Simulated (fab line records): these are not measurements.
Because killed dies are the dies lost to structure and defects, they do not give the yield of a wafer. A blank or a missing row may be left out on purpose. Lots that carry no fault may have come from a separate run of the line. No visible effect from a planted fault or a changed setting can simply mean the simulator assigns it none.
The tool behind it: which one? + flow sky130 + 14 lots, 42 wafers sampled, at 3 steps of a route of 708

== WHAT THE GAUGES READ, wafer by wafer ==
SKY_LI_CONTACT_CD_MEAS_12 targets a cd of 170 nm. Usual: cdNm reads 169.9 nm (standard deviation 1.4).
| lot  | measured     | on       | cdNm (nm)         | flag |
|------|--------------|----------|-------------------|------|
| L310 | day 29 19:44 | cdSem-02 | 170.8 170.7 170.3 |      |
| L309 | day 30 02:26 | cdSem-01 | 171.0 169.4 171.2 |      |
| L312 | day 30 08:23 | cdSem-02 | 170.9 170.4 171.0 |      |
| L311 | day 30 13:59 | cdSem-01 | 168.7 167.9 168.1 |      |
| L314 | day 31 06:17 | cdSem-01 | 170.4 168.7 170.7 |      |
| L315 | day 31 10:25 | cdSem-02 | 170.3 169.3 170.6 |      |
| L317 | day 32 01:08 | cdSem-02 | 169.3 170.8 170.8 |      |
| L320 | day 33 01:07 | cdSem-01 | - - -             | OFF  |
| L321 | day 33 03:32 | cdSem-01 | - - -             | OFF  |
| L322 | day 33 16:11 | cdSem-01 | 171.9 171.9 173.5 |      |
| L324 | day 34 18:53 | cdSem-02 | 170.6 170.6 172.3 |      |
| L328 | day 35 08:59 | cdSem-01 | 170.2 169.1 169.9 |      |
| L329 | day 35 22:50 | cdSem-01 | 170.2 168.7 168.3 |      |
| L331 | day 36 14:46 | cdSem-02 | 167.6 168.9 167.1 |      |

== TOOL THAT RAN EACH LOT (tool first, then ch and the chambers of the sampled wafers, then the start) ==
| lot  | SKY_SD_N_RTA_14                 | SKY_LI_CONTACT_DEVELOP_11        |
|------|---------------------------------|----------------------------------|
| L310 | rtpAnneal-02 ch 0, day 28 14:30 | lithoTrack-02 ch 0, day 29 19:00 |
| L309 | rtpAnneal-01 ch 0, day 28 21:25 | lithoTrack-02 ch 0, day 30 02:00 |
| L312 | rtpAnneal-02 ch 0, day 29 03:37 | lithoTrack-03 ch 0, day 30 08:00 |
| L311 | rtpAnneal-01 ch 0, day 29 07:22 | lithoTrack-02 ch 0, day 30 13:00 |
| L314 | rtpAnneal-01 ch 0, day 30 01:12 | lithoTrack-04 ch 0, day 31 06:00 |
| L315 | rtpAnneal-02 ch 0, day 30 06:13 | lithoTrack-02 ch 0, day 31 10:00 |
| L317 | rtpAnneal-02 ch 0, day 30 20:34 | lithoTrack-04 ch 0, day 32 00:00 |
| L320 | rtpAnneal-01 ch 0, day 31 21:09 | lithoTrack-03, day 33 00:00      |
| L321 | rtpAnneal-02 ch 0, day 31 23:35 | lithoTrack-02, day 33 03:00      |
| L322 | rtpAnneal-01 ch 0, day 32 12:41 | lithoTrack-03 ch 0, day 33 16:00 |
| L324 | rtpAnneal-02 ch 0, day 33 17:33 | lithoTrack-03 ch 0, day 34 18:00 |
| L328 | rtpAnneal-02 ch 0, day 34 08:47 | lithoTrack-02 ch 0, day 35 08:00 |
| L329 | rtpAnneal-01 ch 0, day 34 23:01 | lithoTrack-02 ch 0, day 35 22:00 |
| L331 | rtpAnneal-01 ch 0, day 35 12:55 | lithoTrack-04 ch 0, day 36 14:00 |
- SKY_SD_N_RTA_14: time 2 s.
- SKY_LI_CONTACT_DEVELOP_11: develop time 60 s.

== AS READ BY THE TOOLS THEMSELVES (means over the sampled wafers that have a number; for cases with no such wafer, the mark the record gives instead) ==
SKY_SD_N_RTA_14. Usual: lampPowerPct 15.74 %, standard deviation 0.049; wafer_temp_C_max 1078.1, standard deviation 1.3.
| lot  | tool         | lampPowerPct (%) | wafer_temp_C_max | flag |
|------|--------------|------------------|------------------|------|
| L310 | rtpAnneal-02 | 15.71            | 1079.8           |      |
| L309 | rtpAnneal-01 | 15.68            | 1077.4           |      |
| L312 | rtpAnneal-02 | 15.73            | 1078.2           |      |
| L311 | rtpAnneal-01 | 15.76            | 1080.2           |      |
| L314 | rtpAnneal-01 | 15.74            | 1077.5           |      |
| L315 | rtpAnneal-02 | 15.72            | 1078.5           |      |
| L317 | rtpAnneal-02 | 15.76            | 1080.5           |      |
| L320 | rtpAnneal-01 | 15.73            | 1078.0           |      |
| L321 | rtpAnneal-02 | 15.69            | 1077.8           |      |
| L322 | rtpAnneal-01 | 15.74            | 1078.4           |      |
| L324 | rtpAnneal-02 | 15.71            | 1079.9           |      |
| L328 | rtpAnneal-02 | 15.71            | 1078.1           |      |
| L329 | rtpAnneal-01 | 15.75            | 1078.7           |      |
| L331 | rtpAnneal-01 | 15.75            | 1078.5           |      |

SKY_LI_CONTACT_DEVELOP_11. Usual: chillPlateTempC reads 23.00 C (standard deviation 0.095).
| lot  | tool          | chillPlateTempC (C) | flag |
|------|---------------|---------------------|------|
| L310 | lithoTrack-02 | 23.05               |      |
| L309 | lithoTrack-02 | 23.13               |      |
| L312 | lithoTrack-03 | 22.96               |      |
| L311 | lithoTrack-02 | 23.06               |      |
| L314 | lithoTrack-04 | 22.95               |      |
| L315 | lithoTrack-02 | 23.01               |      |
| L317 | lithoTrack-04 | 22.83               |      |
| L320 | lithoTrack-03 | -                   | OFF  |
| L321 | lithoTrack-02 | -                   | OFF  |
| L322 | lithoTrack-03 | 23.16               |      |
| L324 | lithoTrack-03 | 23.05               |      |
| L328 | lithoTrack-02 | 22.97               |      |
| L329 | lithoTrack-02 | 23.05               |      |
| L331 | lithoTrack-04 | 23.02               |      |

== THE ANSWER, worked out from the rows above alone ==
Rule: a lot counts as off when the mean over its wafers that have a number is more than 3 standard deviations away from the usual mean. Also off: a lot with no number at a reading for which 4 or more lots have one. Any other lot the step has rows for is counted as sound. The gauges are gone through in route order, then the tools' own readings, and for those a lot's mean is taken as printed above. At the first step where some lot is off, the reading lying furthest off is the one used; lots without a number count as furthest.
Off at SKY_LI_CONTACT_CD_MEAS_12 (cdNm): L320, L321. Without a number there: L320, L321.
A tool fits if, at a process step before that reading, it ran every lot that is off, and no sound lot after the first of them. Not tried: the gauges at SKY_LI_CONTACT_CD_MEAS_12; whatever is off there is also off at SKY_LI_CONTACT_DEVELOP_11, on other tools, and gauge error can't account for it. No candidate that was tried fits.

== WHAT HAD BEEN PUT IN BY THE SIMULATOR ==
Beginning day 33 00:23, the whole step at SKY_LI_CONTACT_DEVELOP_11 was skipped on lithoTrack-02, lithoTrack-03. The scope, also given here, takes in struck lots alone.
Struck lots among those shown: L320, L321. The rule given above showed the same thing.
